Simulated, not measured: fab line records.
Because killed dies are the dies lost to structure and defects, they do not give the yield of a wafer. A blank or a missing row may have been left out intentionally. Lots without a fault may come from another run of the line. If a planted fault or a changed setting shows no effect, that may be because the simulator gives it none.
Chamber matching -- flow sfq-line -- SFQ_TRILAYER_I7_CMP_CMP_184 on cmp-01 has 4 sister chambers
The step polishes SiO2. 8 wafers are shown with their chamber, then 7 later ones without.

## EACH WAFER AND ITS CHAMBER
wafer,chamber,motor-current-A (A),time-to-endpoint-s (s)
L676.5,0,12.1,219
L682.4,2,11.4,223
L682.5,1,10.2,217
L683.2,3,11.5,224
L683.4,1,9.0,218
L683.5,3,11.1,229
L684.1,0,11.9,212
L684.4,2,11.2,223

## WAFERS WITH NO CHAMBER GIVEN
wafer,motor-current-A (A),time-to-endpoint-s (s)
L684.6,11.6,218
L685.3,10.5,220
L685.1,11.7,223
L685.5,11.0,225
L688.1,11.7,213
L688.4,11.1,216
L688.6,11.5,222

## WHICH CHAMBER EACH WENT THROUGH
wafer,from the rows above,in truth
L684.6,can't be placed: 0 or 2 or 3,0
L685.3,can't be placed: 2 or 1 or 3 or 0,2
L685.1,can't be placed: 2 or 3 or 0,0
L685.5,can't be placed: 3 or 2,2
L688.1,0,0
L688.4,can't be placed: 0 or 2 or 1 or 3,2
L688.6,can't be placed: 2 or 3 or 0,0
1 of 7 placed correctly. Not placeable from these rows: 6 (in 6, the candidates include the true chamber). 0 placed wrongly.
How it was worked out, from the rows above alone: a wafer's distance from a chamber is the root of the sum, over the readings, of the square of ((its reading less the chamber's mean) divided by the reading's scatter). The wafer belongs to the nearest chamber; if the next one is less than 2 further off, it can't be placed. Each chamber's mean is taken over the wafers shown for it. The scatter: take each reading less its chamber's mean, square it, sum over the shown wafers, divide by the number of wafers less the number of chambers, and take the root.
